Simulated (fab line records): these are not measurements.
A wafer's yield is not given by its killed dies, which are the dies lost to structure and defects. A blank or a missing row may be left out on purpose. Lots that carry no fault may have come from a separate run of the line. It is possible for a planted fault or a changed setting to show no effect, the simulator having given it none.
Which tool did it? | flow gf180mcu | 11 lots with 33 wafers sampled at 6 steps, on a route of 602 steps

WHAT EACH GAUGE READ, for each wafer
GF_CONTACT_RS_MEAS_25: measures by four-point-probe.
lot  | measured     | on            | CONTACT_W_RS (ohm/sq)
L560 | day 16 10:39 | film-metro-01 | 0.384 0.381 0.384
L568 | day 19 16:42 | film-metro-03 | 0.389 0.382 0.382
L570 | day 20 09:49 | film-metro-01 | 0.384 0.385 0.386
L571 | day 20 14:30 | film-metro-03 | 0.379 0.378 0.381
L572 | day 21 00:23 | film-metro-01 | 0.327 0.328 0.327
L573 | day 21 05:11 | film-metro-03 | 0.377 0.380 0.379
L574 | day 21 12:52 | film-metro-03 | 0.321 0.321 0.323
L575 | day 21 21:11 | film-metro-01 | 0.322 0.325 0.326
L578 | day 23 02:25 | film-metro-03 | 0.380 0.380 0.380
L580 | day 23 16:41 | film-metro-02 | 0.379 0.382 0.377
L582 | day 24 10:12 | film-metro-03 | 0.381 0.377 0.379

GF_CONTACT_THK_MEAS_26: measures by xrf.
lot  | measured     | on            | CONTACT_W_THK (nm)
L560 | day 16 10:46 | film-metro-01 | 309 313 310
L568 | day 19 16:47 | film-metro-03 | 299 305 303
L570 | day 20 09:56 | film-metro-01 | 310 309 309
L571 | day 20 14:35 | film-metro-03 | 313 313 309
L572 | day 21 00:31 | film-metro-01 | 362 362 361
L573 | day 21 05:19 | film-metro-03 | 309 306 306
L574 | day 21 12:59 | film-metro-03 | 362 363 362
L575 | day 21 21:16 | film-metro-01 | 362 363 362
L578 | day 23 02:32 | film-metro-03 | 309 311 310
L580 | day 23 16:49 | film-metro-02 | 314 310 316
L582 | day 24 10:19 | film-metro-03 | 306 309 308

WHICH TOOL RAN EACH LOT (tool, then ch and the chambers of the sampled wafers, then the start)
lot  | GF_SALICIDE_SPUTTER_03       | GF_CONTACT_ETCH_16                 | GF_CONTACT_SPUTTER_23        | GF_CONTACT_CVD_24
L560 | pvd-sputter-03, day 15 11:20 | rie-diel-03 ch 0,1,2, day 16 09:59 | pvd-sputter-03, day 16 10:31 | cvd-w-02 ch 0,1, day 16 10:33
L568 | pvd-sputter-03, day 18 14:25 | rie-diel-03 ch 0,1,2, day 19 15:59 | pvd-sputter-02, day 19 16:30 | cvd-w-01 ch 0,1, day 19 16:34
L570 | pvd-sputter-03, day 19 07:26 | rie-diel-03 ch 0,2,3, day 20 09:08 | pvd-sputter-01, day 20 09:40 | cvd-w-01 ch 0,1, day 20 09:43
L571 | pvd-sputter-03, day 19 12:17 | rie-diel-03 ch 2,3, day 20 13:47   | pvd-sputter-01, day 20 14:18 | cvd-w-01 ch 0,1, day 20 14:22
L572 | pvd-sputter-01, day 19 22:21 | rie-diel-02 ch 0,1,3, day 20 23:44 | pvd-sputter-03, day 21 00:15 | cvd-w-01 ch 0,1, day 21 00:17
L573 | pvd-sputter-04, day 20 03:23 | rie-diel-02 ch 1,2,3, day 21 04:32 | pvd-sputter-03, day 21 05:03 | cvd-w-02 ch 0,1, day 21 05:05
L574 | pvd-sputter-04, day 20 11:31 | rie-diel-02 ch 1,2,3, day 21 12:12 | pvd-sputter-02, day 21 12:43 | cvd-w-01 ch 0,1, day 21 12:46
L575 | pvd-sputter-04, day 20 19:43 | rie-diel-03 ch 2,3, day 21 20:27   | pvd-sputter-02, day 21 20:59 | cvd-w-01 ch 0,1, day 21 21:04
L578 | pvd-sputter-01, day 22 01:37 | rie-diel-02 ch 0,3, day 23 01:45   | pvd-sputter-03, day 23 02:17 | cvd-w-02 ch 0,1, day 23 02:19
L580 | pvd-sputter-01, day 22 15:40 | rie-diel-02 ch 0,1,3, day 23 16:02 | pvd-sputter-03, day 23 16:34 | cvd-w-02 ch 0,1, day 23 16:35
L582 | pvd-sputter-04, day 23 09:35 | rie-diel-02 ch 0,1,2, day 24 09:26 | pvd-sputter-02, day 24 10:04 | cvd-w-02 ch 0,1, day 24 10:06
- GF_SALICIDE_SPUTTER_03: material TiN, target thk 20 nm, time 16.7 s.
- GF_CONTACT_ETCH_16: etches BARC in N2/H2.
- GF_CONTACT_SPUTTER_23: material TiN, target thk 10 nm, time 40 s.
- GF_CONTACT_CVD_24: deposits W, target thk 300 nm, time 90.339 s.

AS READ BY THE TOOLS THEMSELVES (means over the sampled wafers that have a number; for cases with no such wafer, the mark the record gives instead)
GF_SALICIDE_SPUTTER_03.
lot  | tool           | cathode-dc-power-W (W) | chamber-pressure-pa (Pa) | throttle-valve-pct (%)
L560 | pvd-sputter-03 | 6500.1                 | 0.4004                   | 30.3
L568 | pvd-sputter-03 | 6500.0                 | 0.3992                   | 30.8
L570 | pvd-sputter-03 | 6500.5                 | 0.3995                   | 30.6
L571 | pvd-sputter-03 | 6499.0                 | 0.4000                   | 30.0
L572 | pvd-sputter-01 | 6499.6                 | 0.3997                   | 29.3
L573 | pvd-sputter-04 | 6500.0                 | 0.4009                   | 30.2
L574 | pvd-sputter-04 | 6501.5                 | 0.3998                   | 29.5
L575 | pvd-sputter-04 | 6500.4                 | 0.4003                   | 30.2
L578 | pvd-sputter-01 | 6501.2                 | 0.4003                   | 29.6
L580 | pvd-sputter-01 | 6499.8                 | 0.3998                   | 29.4
L582 | pvd-sputter-04 | 6499.8                 | 0.4005                   | 29.7

GF_CONTACT_ETCH_16.
lot  | tool        | drypump-motor-current-A (A) | oes-product-au (a.u.) | throttle-valve-pct (%)
L560 | rie-diel-03 | 5.1                         | 0.858                 | 13.218
L568 | rie-diel-03 | 5.1                         | 0.854                 | 13.226
L570 | rie-diel-03 | 5.4                         | 0.856                 | 13.229
L571 | rie-diel-03 | 5.5                         | 0.854                 | 13.216
L572 | rie-diel-02 | 5.4                         | 0.855                 | 13.225
L573 | rie-diel-02 | 5.6                         | 0.853                 | 13.220
L574 | rie-diel-02 | 5.6                         | 0.851                 | 13.214
L575 | rie-diel-03 | 5.6                         | 0.856                 | 13.227
L578 | rie-diel-02 | 5.4                         | 0.854                 | 13.220
L580 | rie-diel-02 | 5.4                         | 0.856                 | 13.226
L582 | rie-diel-02 | 5.4                         | 0.852                 | 13.228

GF_CONTACT_SPUTTER_23.
lot  | tool           | cathode-dc-power-W (W) | chamber-pressure-pa (Pa) | throttle-valve-pct (%)
L560 | pvd-sputter-03 | 4000.0                 | 4.992                    | 28.6
L568 | pvd-sputter-02 | 3999.8                 | 4.994                    | 29.5
L570 | pvd-sputter-01 | 3999.9                 | 4.991                    | 30.0
L571 | pvd-sputter-01 | 4000.7                 | 4.993                    | 29.3
L572 | pvd-sputter-03 | 3999.6                 | 4.994                    | 29.5
L573 | pvd-sputter-03 | 3999.3                 | 4.999                    | 30.7
L574 | pvd-sputter-02 | 3999.9                 | 5.004                    | 29.8
L575 | pvd-sputter-02 | 4000.1                 | 5.007                    | 29.7
L578 | pvd-sputter-03 | 4000.3                 | 5.007                    | 31.1
L580 | pvd-sputter-03 | 3999.9                 | 4.997                    | 29.9
L582 | pvd-sputter-02 | 3999.7                 | 5.001                    | 30.2

GF_CONTACT_CVD_24.
lot  | tool     | heater-power-w (W)
L560 | cvd-w-02 | 740
L568 | cvd-w-01 | 839
L570 | cvd-w-01 | 842
L571 | cvd-w-01 | 832
L572 | cvd-w-01 | 843
L573 | cvd-w-02 | 735
L574 | cvd-w-01 | 850
L575 | cvd-w-01 | 851
L578 | cvd-w-02 | 812
L580 | cvd-w-02 | 739
L582 | cvd-w-02 | 808

THE ANSWER, worked out from the rows above alone
Rule: the lots themselves supply what counts as usual. The widest of any qualifying gaps counts: lots, ordered by their means at a reading, are off when they make up no more than a third of the lots, leave a main group of 4 or more, and stand apart from it by 3 or more times the standard deviation of that group's means. The tables above print the reading to a certain number of digits; a main group whose means all agree to those digits is not used. Also off: a lot with no number at a reading for which 4 or more lots have one. Where the step has rows for the other lots, those lots are counted as sound. Order of review: gauges by route order, followed by the tools' own readings, for which a lot's mean as printed above is used. The first step at which some lot is off is used, and at that step the reading that is off furthest; a lot without a number counts as furthest.
Off: L572, L574, L575, at GF_CONTACT_RS_MEAS_25 (CONTACT_W_RS). Main group: mean 0.381 ohm/sq, sd 0.0024.
A tool fits if, at a process step before that reading, it ran every lot that is off, and no sound lot after the first of them. Gauges at GF_CONTACT_RS_MEAS_25: tried the same way as those tools. One fits: GF_CONTACT_CVD_24 on cvd-w-01. Its last sound lot is L571 (day 20 14:22), its first lot that is off L572 (day 21 00:17): a fault that began between those two fits.

WHAT THE SIMULATOR HAD PUT IN
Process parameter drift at GF_CONTACT_CVD_24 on cvd-w-01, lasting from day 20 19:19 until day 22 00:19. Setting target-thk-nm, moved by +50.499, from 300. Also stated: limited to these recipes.
Lots struck among those shown: L572, L574, L575. The rule above found the same.
